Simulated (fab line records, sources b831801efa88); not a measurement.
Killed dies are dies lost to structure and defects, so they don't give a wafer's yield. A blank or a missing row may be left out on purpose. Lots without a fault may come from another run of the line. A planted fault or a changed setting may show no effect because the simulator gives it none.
One fault seen from 2 desks | flow gf180mcu | each desk has only its own numbers; what lay behind them comes last

THE METROLOGY DESK
What the gauges read, lot by lot, whatever tool the lot ran on: means of the sampled wafers that have a number. A lot is out of limits, marked OUT, if its mean lies more than 4 standard deviations from the usual mean; the brackets give that distance.
Columns: A = LVPWELL_TW at GF_LVPWELL_TW_MEAS_11, usual 562; B = MVSD_TW at GF_MVSD_TW_MEAS_11, usual 1579
lot  | first seen here | A   | B
L563 | day 4 02:34     | 565 | 1571
L567 | day 5 04:46     | 567 | 1581
L571 | day 6 02:13     | 562 | 1580
L572 | day 6 05:46     | 558 | 1582
L573 | day 6 12:59     | 556 | 1579
L575 | day 6 23:23     | 564 | 1586
L576 | day 7 04:35     | 563 | 1576
L577 | day 7 09:55     | 562 | 1593
L578 | day 7 16:46     | 559 | 1577
L579 | day 7 21:02     | 559 | 1580
L580 | day 8 02:52     | 561 | 1577
L585 | day 9 07:32     | 559 | 1561
This desk's finding: nothing out of limits on any of the 12 lots.

THE TOOL OWNER'S DESK: litho_track-01
The tool's own readings at GF_VT_IMPLANT_COAT_35 (resist thk 1000 nm): means of the sampled wafers that have a number, for each lot that ran on this tool. A lot is out of limits, marked OUT, if its mean lies more than 4 standard deviations from the usual mean; the brackets give that distance.
Columns: A = resist_line_temp_C at GF_VT_IMPLANT_COAT_35, usual 23.00 C
lot  | first seen here | A
L567 | day 8 19:45     | 23.04
L571 | day 9 21:38     | 23.05
L573 | day 10 10:00    | 22.91
L575 | day 10 20:48    | 23.06
L576 | day 11 03:39    | 22.90
L577 | day 11 10:05    | 22.97
L578 | day 11 16:21    | 23.08
L579 | day 11 22:18    | 23.05
This desk's finding: nothing out of limits on any of the 8 lots.

PUT TOGETHER
The metrology desk saw nothing out of limits.
The tool owner's desk saw nothing out of limits.

WHAT THE SIMULATOR HAD PUT IN
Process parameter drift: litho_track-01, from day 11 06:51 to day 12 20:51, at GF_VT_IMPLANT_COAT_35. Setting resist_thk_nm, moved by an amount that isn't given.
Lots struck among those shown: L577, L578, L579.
